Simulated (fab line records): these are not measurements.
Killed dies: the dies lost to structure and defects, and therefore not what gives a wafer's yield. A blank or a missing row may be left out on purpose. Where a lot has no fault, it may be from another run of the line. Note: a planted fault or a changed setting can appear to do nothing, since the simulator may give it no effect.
Which tool is to blame?	flow sky130	33 wafers from 11 lots sampled at 5 of the route's 708 steps

== WHAT THE GAUGES SHOWED, per wafer ==
SKY_VIA4_THK_MEAS_01.
lot	measured	on	VIA4_HDPCVD_THK (nm)
L865	day 42 17:33	film_metro-02	1772 1728 1717
L866	day 42 23:37	film_metro-02	1754 1766 1735
L867	day 42 23:58	film_metro-04	1755 1758 1747
L869	day 43 07:07	film_metro-04	1764 1740 1744
L868	day 43 08:20	film_metro-02	1763 1771 1765
L870	day 43 09:26	film_metro-04	1784 1748 1765
L872	day 44 04:48	film_metro-01	1755 1784 1776
L878	day 45 19:50	film_metro-02	1701 1732 2069
L880	day 46 01:49	film_metro-01	1763 1769 1731
L882	day 46 07:33	film_metro-02	1746 1784 1755
L884	day 46 14:34	film_metro-04	1754 1760 1748

== WHAT TOOL EACH LOT RAN ON (gives the tool, then ch and the chambers of the sampled wafers, and finally the start) ==
lot	SKY_CONTACT_ETCH_18	SKY_METAL1_SPUTTER_03	SKY_VIA1_SPUTTER_20	SKY_VIA4_HDPCVD_00
L865	rie_diel-03 ch 1,2,3, day 32 20:36 or earlier	pvd_sputter-03, day 32 20:36	pvd_sputter-04, day 35 03:20	hdpcvd-02 ch 0,1,2, day 42 17:22
L866	rie_diel-02 ch 0,1,3, day 33 00:59 or earlier	pvd_sputter-02, day 33 00:59	pvd_sputter-04, day 35 08:17	hdpcvd-01 ch 0,1,2, day 42 23:26
L867	rie_diel-03 ch 1,2, day 33 01:18 or earlier	pvd_sputter-03, day 33 01:18	pvd_sputter-01, day 35 08:31	hdpcvd-02 ch 0,1, day 42 23:47
L869	rie_diel-03 ch 0,3, day 33 09:14 or earlier	pvd_sputter-04, day 33 09:14	pvd_sputter-03, day 35 16:38	hdpcvd-02 ch 0,1,2, day 43 06:56
L868	rie_diel-02 ch 2,3, day 33 09:30 or earlier	pvd_sputter-02, day 33 09:30	pvd_sputter-03, day 35 17:20	hdpcvd-02 ch 0,1, day 43 08:08
L870	rie_diel-04 ch 1,2,3, day 33 09:55 or earlier	pvd_sputter-03, day 33 09:55	pvd_sputter-01, day 35 18:19	hdpcvd-01 ch 0,1,2, day 43 09:19
L872	rie_diel-04 ch 0,2,3, day 34 10:17 or earlier	pvd_sputter-04, day 34 10:17	pvd_sputter-04, day 36 17:05	hdpcvd-01 ch 0,1,2, day 44 04:37
L878	rie_diel-02 ch 0,3, day 36 10:21 or earlier	pvd_sputter-02, day 36 10:21	pvd_sputter-01, day 38 15:32	hdpcvd-01 ch 0,2, day 45 19:38
L880	rie_diel-03 ch 0,1, day 36 16:23 or earlier	pvd_sputter-04, day 36 16:23	pvd_sputter-01, day 38 21:38	hdpcvd-02 ch 0,1,2, day 46 01:37
L882	rie_diel-02 ch 1,2,3, day 37 03:05 or earlier	pvd_sputter-02, day 37 03:05	pvd_sputter-01, day 39 06:50	hdpcvd-02 ch 0,1,2, day 46 07:22
L884	rie_diel-02 ch 0,1,3, day 37 16:22 or earlier	pvd_sputter-02, day 37 16:22	pvd_sputter-01, day 39 20:17	hdpcvd-02 ch 0,2, day 46 14:24
- SKY_CONTACT_ETCH_18: etches Si3N4 in CHF3/O2, stops on TiN, time 39 s, target depth 75 nm.
- SKY_METAL1_SPUTTER_03: material Ti, target thk 5 nm, time 3.3 s.
- SKY_VIA1_SPUTTER_20: material TiN, target thk 20 nm, time 80 s.
- SKY_VIA4_HDPCVD_00: deposits SiO2, target thk 1750 nm, time 291.7 s.

== AS READ BY THE TOOLS THEMSELVES (means over the sampled wafers that have a number; for cases with no such wafer, the mark the record gives instead) ==
SKY_CONTACT_ETCH_18.
lot	tool	drypump_motor_current_A (A)	oes_product_au (a.u.)	throttle_valve_pct (%)
L865	rie_diel-03	6.0	0.857	8.791
L866	rie_diel-02	5.6	0.849	8.796
L867	rie_diel-03	6.1	0.843	8.798
L869	rie_diel-03	5.9	0.850	8.779
L868	rie_diel-02	6.0	0.853	8.794
L870	rie_diel-04	5.9	0.863	8.797
L872	rie_diel-04	5.7	0.849	8.795
L878	rie_diel-02	5.9	0.858	8.790
L880	rie_diel-03	5.9	0.860	8.797
L882	rie_diel-02	5.7	0.849	8.787
L884	rie_diel-02	5.6	0.848	8.790

SKY_METAL1_SPUTTER_03.
lot	tool	throttle_valve_pct (%)
L865	pvd_sputter-03	29.3
L866	pvd_sputter-02	30.0
L867	pvd_sputter-03	29.0
L869	pvd_sputter-04	31.6
L868	pvd_sputter-02	29.3
L870	pvd_sputter-03	29.1
L872	pvd_sputter-04	29.9
L878	pvd_sputter-02	29.4
L880	pvd_sputter-04	31.3
L882	pvd_sputter-02	30.7
L884	pvd_sputter-02	30.7

SKY_VIA1_SPUTTER_20.
lot	tool	throttle_valve_pct (%)
L865	pvd_sputter-04	31.2
L866	pvd_sputter-04	29.9
L867	pvd_sputter-01	30.0
L869	pvd_sputter-03	29.3
L868	pvd_sputter-03	30.1
L870	pvd_sputter-01	29.2
L872	pvd_sputter-04	30.4
L878	pvd_sputter-01	30.4
L880	pvd_sputter-01	29.7
L882	pvd_sputter-01	29.2
L884	pvd_sputter-01	29.0

SKY_VIA4_HDPCVD_00.
lot	tool	sih4_flow_sccm (sccm)	susceptor_temp_C (C)
L865	hdpcvd-02	60.02	399.79
L866	hdpcvd-01	60.00	399.86
L867	hdpcvd-02	59.97	399.96
L869	hdpcvd-02	60.12	400.13
L868	hdpcvd-02	60.22	400.05
L870	hdpcvd-01	60.16	400.21
L872	hdpcvd-01	60.18	399.89
L878	hdpcvd-01	64.03	400.49
L880	hdpcvd-02	59.78	400.20
L882	hdpcvd-02	60.19	399.97
L884	hdpcvd-02	59.83	399.85

== THE ANSWER, worked out from the rows above alone ==
Rule: the lots themselves supply what counts as usual. Put in order of their means at a reading, lots are off if they are a third of the lots or fewer, leave a main group of 4 or more, and stand apart from it by a gap of 3 or more times the standard deviation of the main group's means; of several such gaps the widest counts. A main group is skipped when, at the precision printed for the reading in the tables above, its means are all equal. A lot without any number at a reading at which 4 lots or more have one is off too. The other lots that the step has rows for count as sound. The gauges are gone through in route order, then the tools' own readings, and for those a lot's mean is taken as printed above. The first step at which some lot is off is used, and at that step the reading that is off furthest; a lot without a number counts as furthest.
Off: L878, at SKY_VIA4_THK_MEAS_01 (VIA4_HDPCVD_THK). Main group: mean 1757 nm, sd 9.2.
A tool fits if, at a process step before that reading, it ran every lot that is off, and no sound lot after the first of them. Not tried: the gauges at SKY_VIA4_THK_MEAS_01; whatever is off there is also off at SKY_VIA4_HDPCVD_00, on other tools, and gauge error can't account for it. SKY_CONTACT_ETCH_18 gives no start for some lots, so the hours and the order of its lots are those of SKY_METAL1_SPUTTER_03. One fits: hdpcvd-01 at SKY_VIA4_HDPCVD_00. Its last sound lot is L872 (day 44 04:37), its first lot that is off L878 (day 45 19:38): a fault that began between those two fits.
On the lots that are off, the tool's own readings at SKY_VIA4_HDPCVD_00 differ by more than 5 times the standard deviation of the sound lots' means, which bears it out; sih4_flow_sccm reads 64.03 sccm there versus 60.05 sccm on the sound lots.

== WHAT THE SIMULATOR HAD INSERTED ==
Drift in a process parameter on hdpcvd-01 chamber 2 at SKY_VIA4_HDPCVD_00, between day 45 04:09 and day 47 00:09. From 60, the setting sih4_flow_sccm moved by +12. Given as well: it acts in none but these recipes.
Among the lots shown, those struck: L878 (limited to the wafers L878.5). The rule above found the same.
